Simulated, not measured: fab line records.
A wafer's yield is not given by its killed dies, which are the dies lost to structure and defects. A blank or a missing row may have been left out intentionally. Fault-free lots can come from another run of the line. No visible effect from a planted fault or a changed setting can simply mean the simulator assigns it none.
Problem report in the 8D (eight disciplines) form, filled by code -- flow sfq line -- the parts of the form that need people (team, actions taken, sign-off) are left out

== 1. WHAT WENT WRONG ==
At SFQ_TRILAYER_I0_CMP_CMP_028, platen rpm averages 54.00 rpm over 6 wafers from 2 lots, while fault-free wafers read 60.00 rpm, standard deviation 0.039. So: -99 or more standard deviations from the usual mean.
The step: polishes SiO2.
Earliest sighting: wafer L874.1 on cmp-02 at day 12 07:47. Wafers with a number at this step in the record: 42, from 14 lots. Rule for "out" (also "out of limits"): further than 4 standard deviations from the usual mean. Any other wafer with a number is counted as sound.

== 2. WHAT IT IS; WHAT IT IS NOT ==
question,is,is not
which readings at this step,platen rpm,"motor current A, retaining ring pressure frac"
which lots,"L874, L878","L856, L857, L858, L859, L861, L862, L864, L865, L866, L867, L868, L870"
which wafers of those lots,all that have a number,-
read on which tools,cmp-02,cmp-01
when,from day 12 07:47,up to then (36 sound wafers)

== 3. WHAT RULES OUT EACH SUSPECT ==
Counting: a tool at any process step up to the reading remains a suspect when it ran all the lots that are out and ran no sound lot after the first of those.
- rie metal-04 at SFQ_TRILAYER_L0_BARC_OPEN_METAL_ETCH_010 (etches BARC in O2, target depth 125 nm, time 41.7 s): kept. It processed each lot that is out, first L874 at day 8 02:08, and no sound lot thereafter; up to then, the last sound lot it processed was L868 at day 6 15:31.
- cmp-02 at SFQ_TRILAYER_I0_CMP_CMP_028 (polishes SiO2): kept. It processed each lot that is out, first L874 at day 12 07:47, and no sound lot thereafter; up to then, the last sound lot it processed was L870 at day 11 00:43. Out on those wafers are its own readings of platen rpm.
Left after counting: rie metal-04 at SFQ_TRILAYER_L0_BARC_OPEN_METAL_ETCH_010, cmp-02 at SFQ_TRILAYER_I0_CMP_CMP_028.

== 4. THE CAUSE (what the simulator had put in) ==
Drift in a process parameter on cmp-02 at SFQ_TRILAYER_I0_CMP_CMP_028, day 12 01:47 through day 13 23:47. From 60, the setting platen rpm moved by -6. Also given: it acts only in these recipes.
2 suspects survive the count, and this tool is in that group.

== 5. THE EFFECT CHAIN, in route order ==
Each row: a reading whose mean over the struck wafers that have a number lies more than 3 standard deviations from the usual. Only readings whose record carries a usual standard deviation are examined. hours: median over the lots of the time between each lot's start at the first step of this table that gives one and its start at this step. sigmas: the change, counted in usual standard deviations.
hours,step,reading,usual,on struck wafers,change,sigmas
0,SFQ_TRILAYER_I0_CMP_CMP_028,platen rpm,60.00 rpm,54.00,-6.00,-99 or more
Here are the process steps it includes:
- SFQ_TRILAYER_I0_CMP_CMP_028: polishes SiO2.

== 6. HOW IT WOULD HAVE BEEN CAUGHT EARLIER ==
In this record the first reading out of limits was taken at day 12 07:47, 6 hours after the fault began at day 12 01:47.
